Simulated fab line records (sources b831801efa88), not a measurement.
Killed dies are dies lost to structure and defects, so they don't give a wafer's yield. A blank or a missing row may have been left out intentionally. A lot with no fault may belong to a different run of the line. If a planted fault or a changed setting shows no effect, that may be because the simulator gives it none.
fab line records	flow sky130
record lots=15	wafers=45	lastDay=50
route steps=708 shown POLY_GATE@228 LDD_P@265 LDD_HVN@276 POLY_CUT@316
lots that met no fault: from a run of the same line without faults
startH: hours from the record's first day to the start of the lot's first wafer shown	waitH: time in hours since the lot's previous step	" as in the row above	L1.1+2: a single row standing in for several wafers	- value missing, or start not given	* or withheld: withheld	< > ~ a bound
route shown NAME@n: a module of which the file shows steps, and the number in the route of the first	usual: average and standard deviation across the fault-free wafers	same: alike in all rows	chamber/n: place in a boat	sites: the reading at each site	_std_site: the values' standard deviation	_edge_site: mean of outer sites minus mean of inner sites	radiusMm: how far each site lies from the wafer's centre	mask NAME#n: copy n	behind: the most recent tool/chamber to have shaped the wafer	hold: what put the lot on hold/how long, in hours/how the hold closed	device: names the non-switching transistor (n, p or np)	end of line: at the end of the route, the tests of the same wafers	a step given without rows: its recipe and nothing more	killed: the dies lost at the first sort to structure and to defects; this is not the yield of the wafer	map: per-die view of a wafer (x killed, . not killed, _ where there is no die)
set.NAME: the run value of the setting; set.NAME@STEP: its run value at that earlier step	model.NAME: the simulator's own value behind a step, which no gauge read
one table for each step of the route and one row for each wafer, over a sample of lots
services: the hour from which a tool's chamber was out of use, counted from the record's first day as startH (under 0 if before that day), plus the number of hours and why
## steps
# step SKY_POLY_GATE_OVL_MEAS_14
# usual POLY_GATE_OVL=-1/6.5
lot.wafer	tool	chamber	startH	waitH	POLY_GATE_OVL[nm]
L434.1	overlay-01	-	391.84	0.1	9
L434.3	"	-	"	"	10
L434.4	"	-	"	"	-1
L435.4	overlay-02	-	393.15	0.1	1
L435.5	"	-	"	"	-2
L435.6	"	-	"	"	-4
L436.4	overlay-02	-	395.06	0.1	7
L436.5	"	-	"	"	13
L436.6	"	-	"	"	6
L439.1	overlay-01	-	446.58	0.1	0
L439.2	"	-	"	"	-4
L439.4	"	-	"	"	-2
L440.1	overlay-02	-	453.94	0.1	0
L440.2	"	-	"	"	-2
L440.4	"	-	"	"	7
L444.1	overlay-02	-	469.49	0.1	5
L444.2	"	-	"	"	-2
L444.3	"	-	"	"	3
L445.3	overlay-02	-	472.50	0.1	5
L445.5	"	-	"	"	3
L445.6	"	-	"	"	-1
L446.2	overlay-02	-	480.04	0.1	-5
L446.4	"	-	"	"	2
L446.6	"	-	"	"	5
L447.2	overlay-02	-	494.59	0.1	-9
L447.3	"	-	"	"	-10
L447.5	"	-	"	"	-8
L450.1	overlay-02	-	521.69	0.1	5
L450.4	"	-	"	"	7
L450.5	"	-	"	"	6
L452.1	overlay-01	-	543.53	0.1	4
L452.2	"	-	"	"	-4
L452.6	"	-	"	"	1
L453.4	overlay-02	-	547.40	0.1	4
L453.5	"	-	"	"	11
L453.6	"	-	"	"	4
L454.1	overlay-02	-	558.44	0.1	0
L454.4	"	-	"	"	-5
L454.6	"	-	"	"	-2
L455.1	overlay-02	-	565.94	0.1	4
L455.3	"	-	"	"	5
L455.6	"	-	"	"	9
L456.2	overlay-01	-	569.79	0.1	-3
L456.4	"	-	"	"	-3
L456.6	"	-	"	"	4
# step SKY_POLY_GATE_ETCH_15
# recipe chemistry=N2/H2	target=BARC	ionEnergyEv=200	sourceW=500	biasW=100	pressureMtorr=30	n2FlowSccm=100	h2FlowSccm=200	stopOn=SiO2	timeS=118.5	targetDepthA=1100
# usual chamberPressureMTorr=30.000/0.027	drypumpMotorCurrentA=5.7/0.48	oesProductAu=0.716/0.0042	throttleValvePct=13.212/0.0083
lot.wafer	tool	chamber	startH	waitH	chamberPressureMTorr	drypumpMotorCurrentA	oesProductAu	rfHoursCounterH	throttleValvePct
L434.1	rieDiel-04	0	391.87	0.0	30.064	6.5	0.719	76	13.212
L434.3	"	3	"	"	30.029	6.1	0.722	3	13.229
L434.4	"	2	"	"	29.989	5.0	0.718	60	13.199
L435.4	rieDiel-02	1	393.17	0.0	30.035	5.4	0.721	1	13.212
L435.5	"	0	"	"	30.031	5.7	0.710	-	13.218
L435.6	"	1	"	"	29.939	5.5	0.713	-	13.221
L436.4	rieDiel-01	3	395.08	0.0	30.017	6.1	0.721	104	13.207
L436.5	"	0	"	"	30.032	5.6	0.713	-	13.206
L436.6	"	3	"	"	29.971	6.1	0.718	-	13.216
L439.1	rieDiel-02	0	446.62	0.0	29.995	5.7	0.719	2	13.203
L439.2	"	1	"	"	29.980	5.4	0.708	2	13.212
L439.4	"	2	"	"	30.007	6.4	0.714	3	13.219
L440.1	rieDiel-04	3	453.97	0.0	29.968	6.1	0.719	5	13.209
L440.2	"	1	"	"	30.002	5.1	0.716	13	13.205
L440.4	"	2	"	"	29.986	5.0	0.717	61	13.208
L444.1	rieDiel-02	1	469.53	0.0	29.959	5.5	0.713	3	13.217
L444.2	"	0	"	"	30.026	5.7	0.709	3	13.208
L444.3	"	2	"	"	30.025	6.4	0.717	4	13.207
L445.3	rieDiel-04	1	472.52	0.0	29.951	5.1	0.714	13	13.196
L445.5	"	0	"	"	29.962	6.5	0.711	-	13.214
L445.6	"	3	"	"	29.959	6.1	0.708	-	13.213
L446.2	rieDiel-04	2	480.07	0.0	30.041	5.0	0.717	62	13.217
L446.4	"	3	"	"	30.020	6.1	0.719	6	13.204
L446.6	"	2	"	"	30.032	5.0	0.711	-	13.208
L447.2	rieDiel-04	2	494.62	0.0	30.019	5.0	0.707	62	13.208
L447.3	"	1	"	"	29.975	5.1	0.718	14	13.216
L447.5	"	1	"	"	29.986	5.1	0.716	-	13.223
L450.1	rieDiel-01	1	521.73	0.0	30.014	5.7	0.715	11	13.204
L450.4	"	2	"	"	30.016	6.1	0.717	1	13.217
L450.5	"	2	"	"	29.979	6.1	0.712	-	13.205
L452.1	rieDiel-04	0	543.57	0.0	30.013	6.4	0.713	80	13.227
L452.2	"	3	"	"	29.999	6.1	0.712	7	13.208
L452.6	"	1	"	"	29.969	5.2	0.717	-	13.223
L453.4	rieDiel-01	2	547.42	0.0	30.025	6.1	0.714	2	13.224
L453.5	"	2	"	"	29.976	6.1	0.713	-	13.228
L453.6	"	3	"	"	29.965	6.1	0.717	-	13.193
L454.1	rieDiel-02	1	558.48	0.0	29.975	5.5	0.712	4	13.213
L454.4	"	2	"	"	30.023	6.4	0.715	5	13.211
L454.6	"	3	"	"	30.012	5.7	0.719	-	13.214
L455.1	rieDiel-04	1	565.98	0.0	29.990	5.1	0.707	15	13.201
L455.3	"	3	"	"	29.987	6.1	0.724	7	13.204
L455.6	"	2	"	"	29.981	5.0	0.725	-	13.203
L456.2	rieDiel-04	2	569.82	0.0	29.998	5.0	0.718	64	13.218
L456.4	"	1	"	"	29.964	5.2	0.716	-	13.222
L456.6	"	3	"	"	30.044	6.1	0.715	-	13.216
# step SKY_LDD_P_STRIP_10
# recipe chemistry=O2/N2	powerW=1400	pressureMtorr=1500	platenTempC=withheld	o2FlowSccm=3000	n2FlowSccm=300	overashFraction=0.5
# usual chamberPressureMTorr=1500.0/1.3	drypumpMotorCurrentA=5.86/0.26	o2FlowSccm=3000/9.9	oesProductAu=0.715/0.0041	stripTimeToEndpointS=14.18/0.039
lot.wafer	tool	chamber	startH	waitH	chamberPressureMTorr	drypumpMotorCurrentA	o2FlowSccm	oesProductAu	rfHoursCounterH	stripTimeToEndpointS
L434.1	plasmaAsher-02	0	460.52	0.1	1502.5	5.63	2987	0.716	79	14.13
L434.3	"	0	"	"	1499.9	5.61	2991	0.708	-	14.14
L434.4	"	1	"	"	1500.7	5.82	3009	0.715	-	14.15
L436.4	plasmaAsher-04	0	461.31	0.1	1499.8	5.58	3015	0.717	-	14.17
L436.5	"	1	"	"	1498.4	6.14	3004	0.716	-	14.17
L436.6	"	0	"	"	1500.9	5.58	2998	0.722	-	14.21
L435.4	plasmaAsher-01	0	461.61	0.1	1499.8	5.98	3003	0.715	-	14.18
L435.5	"	1	"	"	1499.1	6.31	3005	0.720	-	14.17
L435.6	"	0	"	"	1501.7	5.97	2994	0.721	-	14.15
L439.1	plasmaAsher-04	0	513.47	0.1	1496.2	5.57	2993	0.717	9	14.25
L439.2	"	1	"	"	1503.0	6.24	3003	0.716	9	14.20
L439.4	"	1	"	"	1499.2	6.20	3012	0.713	-	14.23
L440.1	plasmaAsher-02	0	517.56	0.1	1498.8	5.61	3005	0.713	86	14.21
L440.2	"	1	"	"	1500.6	5.77	2991	0.714	86	14.13
L440.4	"	0	"	"	1500.6	5.63	2985	0.702	-	14.15
L444.1	plasmaAsher-04	1	533.56	0.1	-	-	-	-	-	-
L444.2	"	0	"	"	-	-	-	-	-	-
L444.3	"	0	"	"	-	-	-	-	-	-
L445.3	plasmaAsher-02	1	536.16	0.1	-	-	-	-	-	-
L445.5	"	0	"	"	-	-	-	-	-	-
L445.6	"	1	"	"	-	-	-	-	-	-
L446.2	plasmaAsher-02	0	544.67	0.1	-	-	-	-	-	-
L446.4	"	1	"	"	-	-	-	-	-	-
L446.6	"	1	"	"	-	-	-	-	-	-
L447.2	plasmaAsher-01	1	558.99	0.1	1497.8	6.28	2990	0.713	42	14.20
L447.3	"	1	"	"	1499.4	6.28	2988	0.715	-	14.18
L447.5	"	1	"	"	1500.8	6.29	2991	0.716	-	14.20
L450.1	plasmaAsher-04	1	584.57	0.1	1499.3	6.16	3002	0.710	16	14.17
L450.4	"	1	"	"	1498.0	6.20	3007	0.721	-	14.16
L450.5	"	0	"	"	1499.4	5.58	2992	0.713	-	14.18
L452.1	plasmaAsher-04	1	606.02	0.1	1500.6	6.20	3001	0.717	18	14.20
L452.2	"	0	"	"	1501.9	5.60	2992	0.714	18	14.19
L452.6	"	1	"	"	1500.3	6.19	2998	0.715	-	14.20
L453.4	plasmaAsher-04	0	609.65	0.1	1500.5	5.59	3014	0.708	-	14.17
L453.5	"	1	"	"	1500.3	6.20	2999	0.724	-	14.18
L453.6	"	0	"	"	1496.5	5.59	3005	0.715	-	14.28
L454.1	plasmaAsher-01	1	620.32	0.1	1500.0	6.31	3007	0.717	48	14.21
L454.4	"	1	"	"	1501.4	6.29	3005	0.714	-	14.16
L454.6	"	0	"	"	1500.7	5.97	3010	0.719	-	14.18
L455.1	plasmaAsher-01	0	627.07	0.1	1499.0	5.98	2999	0.717	48	14.13
L455.3	"	0	"	"	1501.1	5.97	2997	0.720	-	14.22
L455.6	"	0	"	"	1501.3	5.94	2977	0.713	-	14.14
L456.2	plasmaAsher-01	0	632.97	0.1	1501.7	5.97	2989	0.717	49	14.16
L456.4	"	1	"	"	1499.9	6.27	2983	0.712	-	14.17
L456.6	"	0	"	"	1500.4	5.97	2992	0.713	-	14.14
# step SKY_LDD_HVN_STRIP_09
# recipe chemistry=O2/N2	powerW=1400	pressureMtorr=1500	platenTempC=withheld	o2FlowSccm=3000	n2FlowSccm=300	overashFraction=0.5
# usual chamberPressureMTorr=1500.0/1.3	drypumpMotorCurrentA=5.8/0.32	o2FlowSccm=3000/8.5	oesProductAu=0.409/0.0045	stripTimeToEndpointS=4.134/0.017
lot.wafer	tool	chamber	startH	waitH	chamberPressureMTorr	drypumpMotorCurrentA	o2FlowSccm	oesProductAu	rfHoursCounterH	stripTimeToEndpointS
L434.1	plasmaAsher-03	0	491.99	0.1	1499.2	5.7	3000	0.412	65	4.102
L434.3	"	0	"	"	1500.3	5.7	3006	0.412	-	4.112
L434.4	"	1	"	"	1500.2	5.4	2993	0.409	-	4.146
L436.4	plasmaAsher-01	1	492.32	0.1	1499.9	6.3	3001	0.406	-	4.129
L436.5	"	0	"	"	1499.9	6.0	2999	0.399	-	4.135
L436.6	"	1	"	"	1498.1	6.3	3008	0.406	-	4.104
L435.4	plasmaAsher-01	0	492.84	0.1	1499.7	6.0	3005	0.408	-	4.135
L435.5	"	0	"	"	1498.2	6.0	2998	0.407	-	4.134
L435.6	"	1	"	"	1500.3	6.3	2999	0.400	-	4.127
L439.1	plasmaAsher-03	0	544.44	0.1	1499.4	5.7	2990	0.409	71	4.153
L439.2	"	1	"	"	1498.2	5.4	2989	0.408	71	4.156
L439.4	"	0	"	"	1499.6	5.6	2997	0.412	-	4.157
L440.1	plasmaAsher-03	0	547.41	0.1	1499.5	5.6	3012	0.401	71	4.126
L440.2	"	1	"	"	1500.1	5.4	3012	0.411	71	4.133
L440.4	"	1	"	"	1502.9	5.4	3006	0.412	-	4.146
L444.1	plasmaAsher-04	0	562.41	0.1	1499.1	5.6	2989	0.717	14	21.768
L444.2	"	1	"	"	1499.7	6.2	2989	0.718	14	21.805
L444.3	"	1	"	"	1500.6	6.2	2996	0.718	-	21.821
L445.3	plasmaAsher-01	0	565.67	0.1	1500.5	5.9	3006	0.720	-	21.768
L445.5	"	1	"	"	1502.0	6.3	3011	0.709	-	21.728
L445.6	"	0	"	"	1497.6	6.0	3002	0.718	-	21.782
L446.2	plasmaAsher-03	1	574.64	0.1	1498.0	5.4	3017	0.722	74	21.687
L446.4	"	0	"	"	1499.3	5.7	2998	0.720	-	21.626
L446.6	"	0	"	"	1499.0	5.7	2999	0.723	-	21.691
L447.2	plasmaAsher-04	1	588.70	0.1	1499.5	6.2	2987	0.404	17	4.122
L447.3	"	1	"	"	1501.3	6.2	3001	0.411	-	4.116
L447.5	"	0	"	"	1500.6	5.6	2994	0.406	-	4.144
L450.1	plasmaAsher-04	1	613.64	0.1	1499.6	6.2	3008	0.407	19	4.140
L450.4	"	1	"	"	1499.6	6.2	3006	0.406	-	4.142
L450.5	"	0	"	"	1499.8	5.6	3010	0.410	-	4.145
L452.1	plasmaAsher-03	0	634.90	0.1	1500.2	5.7	3006	0.409	80	4.172
L452.2	"	1	"	"	1499.6	5.4	2996	0.411	80	4.157
L452.6	"	0	"	"	1500.8	5.7	2997	0.409	-	4.163
L453.4	plasmaAsher-03	1	637.94	0.1	1500.4	5.4	3008	0.418	-	4.122
L453.5	"	0	"	"	1499.9	5.7	2982	0.409	-	4.103
L453.6	"	1	"	"	1499.3	5.4	3017	0.413	-	4.124
L454.1	plasmaAsher-04	1	650.26	0.1	1501.2	6.1	2999	0.407	23	4.144
L454.4	"	0	"	"	1500.6	5.6	2981	0.419	-	4.152
L454.6	"	1	"	"	1501.9	6.2	3006	0.408	-	4.164
L455.1	plasmaAsher-04	1	656.54	0.1	1499.3	6.2	3003	0.415	23	4.138
L455.3	"	1	"	"	1499.9	6.2	3005	0.413	-	4.114
L455.6	"	0	"	"	1500.0	5.6	2990	0.405	-	4.126
L456.2	plasmaAsher-03	0	662.06	0.1	1498.4	5.7	2999	0.409	82	4.140
L456.4	"	1	"	"	1499.3	5.4	3005	0.412	-	4.176
L456.6	"	1	"	"	1500.9	5.4	3014	0.407	-	4.171
# step SKY_LDD_HVN_TW_MEAS_10
# usual LDD_HVN_TW=1440/12
lot.wafer	tool	chamber	startH	waitH	LDD_HVN_TW
L434.1	filmMetro-04	-	492.09	0.1	1435
L434.3	"	-	"	"	1432
L434.4	"	-	"	"	1429
L436.4	filmMetro-03	-	492.42	0.1	1447
L436.5	"	-	"	"	1454
L436.6	"	-	"	"	1452
L435.4	filmMetro-04	-	492.94	0.1	1436
L435.5	"	-	"	"	1430
L435.6	"	-	"	"	1433
L439.1	filmMetro-03	-	544.54	0.1	1453
L439.2	"	-	"	"	1444
L439.4	"	-	"	"	1453
L440.1	filmMetro-03	-	547.51	0.1	1451
L440.2	"	-	"	"	1445
L440.4	"	-	"	"	1454
L444.1	filmMetro-02	-	562.51	0.1	30
L444.2	"	-	"	"	30
L444.3	"	-	"	"	30
L445.3	filmMetro-02	-	565.76	0.1	30
L445.5	"	-	"	"	30
L445.6	"	-	"	"	30
L446.2	filmMetro-02	-	574.75	0.1	30
L446.4	"	-	"	"	30
L446.6	"	-	"	"	30
L447.2	filmMetro-03	-	588.81	0.1	1456
L447.3	"	-	"	"	1447
L447.5	"	-	"	"	1446
L450.1	filmMetro-02	-	613.74	0.1	1424
L450.4	"	-	"	"	1419
L450.5	"	-	"	"	1426
L452.1	filmMetro-04	-	635.00	0.1	1452
L452.2	"	-	"	"	1445
L452.6	"	-	"	"	1442
L453.4	filmMetro-04	-	638.04	0.1	1438
L453.5	"	-	"	"	1440
L453.6	"	-	"	"	1445
L454.1	filmMetro-03	-	650.36	0.1	1454
L454.4	"	-	"	"	1453
L454.6	"	-	"	"	1447
L455.1	filmMetro-04	-	656.64	0.1	1442
L455.3	"	-	"	"	1454
L455.6	"	-	"	"	1452
L456.2	filmMetro-04	-	662.17	0.1	1452
L456.4	"	-	"	"	1457
L456.6	"	-	"	"	1452
# step SKY_POLY_CUT_OVL_MEAS_09
# usual POLY_CUT_OVL=3/6.9
lot.wafer	tool	chamber	startH	waitH	POLY_CUT_OVL[nm]
L434.1	overlay-01	-	585.03	0.1	8
L434.3	"	-	"	"	2
L434.4	"	-	"	"	11
L436.4	overlay-01	-	585.40	0.1	-4
L436.5	"	-	"	"	-4
L436.6	"	-	"	"	-6
L435.4	overlay-01	-	588.00	0.1	2
L435.5	"	-	"	"	-10
L435.6	"	-	"	"	-5
L439.1	overlay-02	-	638.59	0.1	1
L439.2	"	-	"	"	12
L439.4	"	-	"	"	3
L440.1	overlay-01	-	639.27	0.1	-6
L440.2	"	-	"	"	-4
L440.4	"	-	"	"	-5
L444.1	overlay-02	-	652.39	0.1	0
L444.2	"	-	"	"	4
L444.3	"	-	"	"	8
L445.3	overlay-02	-	653.54	0.1	-4
L445.5	"	-	"	"	-9
L445.6	"	-	"	"	-2
L446.2	overlay-01	-	664.99	0.1	9
L446.4	"	-	"	"	13
L446.6	"	-	"	"	12
L447.2	overlay-01	-	679.08	0.1	15
L447.3	"	-	"	"	10
L447.5	"	-	"	"	11
L450.1	overlay-02	-	702.12	0.1	10
L450.4	"	-	"	"	0
L450.5	"	-	"	"	3
L452.1	overlay-01	-	723.09	0.1	-4
L452.2	"	-	"	"	-4
L452.6	"	-	"	"	-5
L453.4	overlay-02	-	725.94	0.1	10
L453.5	"	-	"	"	17
L453.6	"	-	"	"	9
L454.1	overlay-02	-	736.73	0.1	3
L454.4	"	-	"	"	3
L454.6	"	-	"	"	4
L455.1	overlay-02	-	742.88	0.1	7
L455.3	"	-	"	"	4
L455.6	"	-	"	"	-2
L456.2	overlay-02	-	748.23	0.1	2
L456.4	"	-	"	"	-2
L456.6	"	-	"	"	2
## services
tool	chamber	startH	hours	kind
plasmaAsher-04	-	384.05	2.2	repair
rieDiel-04	-	396.45	2.8	pm
plasmaAsher-04	-	401.92	2.2	repair
plasmaAsher-04	-	421.25	9.0	pm
rieDiel-01	2	422.97	5.7	repair
rieDiel-01	3	440.92	1.7	repair
plasmaAsher-01	-	480.93	4.5	repair
rieDiel-01	1	482.93	20.4	repair
rieDiel-02	2	486.31	7.8	repair
rieDiel-01	0	487.41	3.2	repair
plasmaAsher-01	-	488.27	3.8	repair
plasmaAsher-03	-	490.70	1.2	repair
rieDiel-01	2	493.37	14.4	repair
rieDiel-02	1	505.64	9.8	repair
plasmaAsher-01	-	509.06	10.3	pm
plasmaAsher-01	-	531.64	4.3	pm
plasmaAsher-03	-	551.24	1.0	repair
rieDiel-02	2	563.43	11.3	repair
rieDiel-02	0	572.40	2.6	repair
rieDiel-02	0	603.33	9.6	repair
plasmaAsher-02	-	614.75	4.3	pm
rieDiel-04	3	623.78	6.0	repair
rieDiel-02	-	636.73	14.6	pm
plasmaAsher-03	-	649.23	1.9	repair
## key
firstSign step=SKY_LDD_P_STRIP_10	reading=toolRecord	direction=missing
effect step=SKY_LDD_HVN_STRIP_09	reading=stripTimeToEndpointS	direction=up	sigmas=99+	usual=*	struck=*
effect step=SKY_LDD_HVN_TW_MEAS_10	reading=LDD_HVN_TW	direction=down	sigmas=99+	usual=1440	struck=30
metAt SKY_LDD_P_STRIP_10
struckLots L444,L445,L446
sortLeftOut L444.1,L444.2,L444.3,L445.3,L445.5,L445.6,L446.2,L446.4,L446.6
testerLeftOut L444,L445,L446
notActingAt SKY_POLY_GATE_OVL_MEAS_14,SKY_POLY_GATE_ETCH_15,SKY_POLY_CUT_OVL_MEAS_09
onsetBetween 517.56 533.56
fault kind=skippedStepWhole	tool=plasmaAsher-02,plasmaAsher-04	chamber=-	onsetH=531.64	steps=SKY_LDD_P_STRIP_10	scope=struckLotsOnly
# testerLeftOut: of these lots the tester's yield and bins aren't shown, on N5 and GAA mostly nor the transistor test; their killed dies are dies lost to structure and defects alone, not to doping, threshold or leakage, so they don't give the yield
# sortLeftOut: the simulated sort isn't trusted on such a fault, so these wafers' sort isn't shown, and their yield isn't known
